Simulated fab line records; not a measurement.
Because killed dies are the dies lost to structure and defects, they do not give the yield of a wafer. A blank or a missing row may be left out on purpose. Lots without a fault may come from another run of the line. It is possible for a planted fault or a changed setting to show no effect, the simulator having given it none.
Which tool was responsible?	flow gf180mcu	13 lots with 39 wafers sampled at 4 steps, on a route of 602 steps

## WHAT THE GAUGES READ, wafer by wafer
GF_M2_CD_MEAS_14: target cd 280 nm.
lot	measured	on	cdNm (nm)
L403	day 19 02:47	cdSem-01	281.3 281.6 283.1
L404	day 19 12:46	cdSem-02	279.9 279.6 279.2
L405	day 19 23:20	cdSem-01	280.7 280.5 280.3
L406	day 20 01:41	cdSem-02	279.8 280.1 280.3
L407	day 20 15:12	cdSem-02	279.6 280.1 281.8
L408	day 21 05:10	cdSem-02	281.1 280.2 280.0
L410	day 21 18:17	cdSem-02	280.5 282.5 281.9
L411	day 22 06:00	cdSem-01	278.8 281.9 281.8
L412	day 22 15:19	cdSem-02	278.3 279.1 279.7
L413	day 22 22:37	cdSem-01	279.6 280.3 280.5
L421	day 25 20:03	cdSem-01	280.6 279.6 279.5
L424	day 26 13:52	cdSem-01	279.9 281.0 280.6
L425	day 27 00:22	cdSem-01	279.2 278.4 279.8

GF_V2_CD_MEAS_14: target cd 260 nm.
lot	measured	on	cdNm (nm)
L403	day 20 04:05	cdSem-02	262.7 261.3 260.0
L404	day 20 14:32	cdSem-01	258.9 259.5 261.0
L405	day 21 00:53	cdSem-01	258.0 258.4 257.6
L406	day 21 03:29	cdSem-02	261.1 260.3 259.9
L407	day 21 16:42	cdSem-02	259.6 258.2 258.2
L408	day 22 06:12	cdSem-02	261.3 262.0 261.4
L410	day 22 19:07	cdSem-01	260.4 260.3 259.5
L411	day 23 06:39	cdSem-02	258.4 258.5 259.0
L412	day 23 15:31	cdSem-01	259.8 261.7 260.3
L413	day 23 22:40	cdSem-01	259.9 259.1 258.9
L421	day 26 18:25	cdSem-01	258.0 259.3 259.3
L424	day 27 11:52	cdSem-01	259.4 259.2 260.4
L425	day 27 21:46	cdSem-02	258.9 257.7 259.4

## TOOL THAT RAN EACH LOT (tool first, then ch and the chambers of the sampled wafers, then the start)
lot	GF_DUAL_GATE_STRIP_13	GF_M1_SPUTTER_01
L403	plasmaAsher-03 ch 0,1, day 8 10:46	pvdSputter-04, day 16 03:38
L404	plasmaAsher-03 ch 0,1, day 8 15:33	pvdSputter-04, day 16 10:09
L405	plasmaAsher-01 ch 0,1, day 8 23:07	pvdSputter-02, day 16 21:04
L406	plasmaAsher-01 ch 0,1, day 9 00:54	pvdSputter-04, day 16 22:46
L407	plasmaAsher-01 ch 0,1, day 9 11:02	pvdSputter-04, day 17 10:53
L408	plasmaAsher-02 ch 0,1, day 9 19:28	pvdSputter-01, day 18 01:36
L410	plasmaAsher-01 ch 0,1, day 10 06:04	pvdSputter-04, day 18 15:38
L411	plasmaAsher-03 ch 0,1, day 10 14:10	pvdSputter-02, day 19 03:13
L412	plasmaAsher-01 ch 1, day 10 23:44	pvdSputter-04, day 19 13:07
L413	plasmaAsher-02 ch 0,1, day 11 02:04	pvdSputter-02, day 19 20:28
L421	plasmaAsher-01 ch 0,1, day 13 13:13	pvdSputter-02, day 22 22:22
L424	plasmaAsher-02 ch 1, day 14 11:40	pvdSputter-04, day 23 18:10
L425	plasmaAsher-02 ch 0, day 14 18:43	pvdSputter-01, day 24 04:46
- GF_DUAL_GATE_STRIP_13: strips in O2/N2.
- GF_M1_SPUTTER_01: material TiN, target thk 30 nm, time 25 s.

## AS READ BY THE TOOLS THEMSELVES (means over the sampled wafers that have a number; for cases with no such wafer, the mark the record gives instead)
GF_DUAL_GATE_STRIP_13.
lot	tool	drypumpMotorCurrentA (A)	heaterPowerW (W)	oesProductAu (a.u.)	platenTempC (C)	stripTimeToEndpointS (s)
L403	plasmaAsher-03	5.90	353	0.718	250.00	12.65
L404	plasmaAsher-03	5.90	359	0.718	250.03	12.64
L405	plasmaAsher-01	6.18	367	0.720	249.97	12.61
L406	plasmaAsher-01	6.07	371	0.717	249.95	12.64
L407	plasmaAsher-01	6.19	368	0.713	250.05	12.68
L408	plasmaAsher-02	5.83	346	0.714	250.07	12.65
L410	plasmaAsher-01	6.09	368	0.714	249.91	12.71
L411	plasmaAsher-03	5.91	351	0.718	249.80	12.66
L412	plasmaAsher-01	6.25	360	0.717	250.06	12.62
L413	plasmaAsher-02	5.79	352	0.711	250.08	12.64
L421	plasmaAsher-01	6.19	363	0.844	250.07	-
L424	plasmaAsher-02	5.63	377	0.714	250.06	12.65
L425	plasmaAsher-02	6.13	302	0.716	250.21	12.63

GF_M1_SPUTTER_01.
lot	tool	cathodeDcPowerW (W)	throttleValvePct (%)
L403	pvdSputter-04	6500.4	30.2
L404	pvdSputter-04	6500.0	29.5
L405	pvdSputter-02	6500.6	30.5
L406	pvdSputter-04	6500.4	29.9
L407	pvdSputter-04	6499.9	30.5
L408	pvdSputter-01	6500.4	30.5
L410	pvdSputter-04	6501.2	29.7
L411	pvdSputter-02	6500.0	30.0
L412	pvdSputter-04	6499.4	29.7
L413	pvdSputter-02	6499.6	30.8
L421	pvdSputter-02	6500.4	30.2
L424	pvdSputter-04	6501.6	30.4
L425	pvdSputter-01	6500.8	30.3

## THE ANSWER, worked out from the rows above alone
Rule: what is usual is taken from the lots themselves. The widest of any qualifying gaps counts: lots, ordered by their means at a reading, are off when they make up no more than a third of the lots, leave a main group of 4 or more, and stand apart from it by 3 or more times the standard deviation of that group's means. A main group is skipped when, at the precision printed for the reading in the tables above, its means are all equal. Also off: a lot with no number at a reading for which 4 or more lots have one. Any other lot the step has rows for is counted as sound. Order of review: gauges by route order, followed by the tools' own readings, for which a lot's mean as printed above is used. At the first step where some lot is off, the reading lying furthest off is the one used; lots without a number count as furthest.
Off: L421 (GF_DUAL_GATE_STRIP_13, stripTimeToEndpointS). Without a number there: L421. Main group: mean 12.65 s, sd 0.025.
A tool fits if, at that step or a process step before it, it ran every lot that is off, and no sound lot after the first of them. One fits: GF_DUAL_GATE_STRIP_13 on plasmaAsher-01. Its last sound lot is L412 (day 10 23:44), its first lot that is off L421 (day 13 13:13): a fault that began between those two fits.
On the lots that are off, the tool's own readings at GF_DUAL_GATE_STRIP_13 differ by more than 5 times the standard deviation of the sound lots' means, which bears it out; oesProductAu reads 0.844 a.u. there versus 0.716 a.u. on the sound lots.
Blank at GF_DUAL_GATE_STRIP_13 on the lots that are off, where sound lots have numbers: stripTimeToEndpointS.

## WHAT THE SIMULATOR PUT IN
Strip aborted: plasmaAsher-01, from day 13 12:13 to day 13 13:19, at GF_DUAL_GATE_STRIP_13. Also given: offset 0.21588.
Struck lots among those shown: L421. The rule given above showed the same thing.
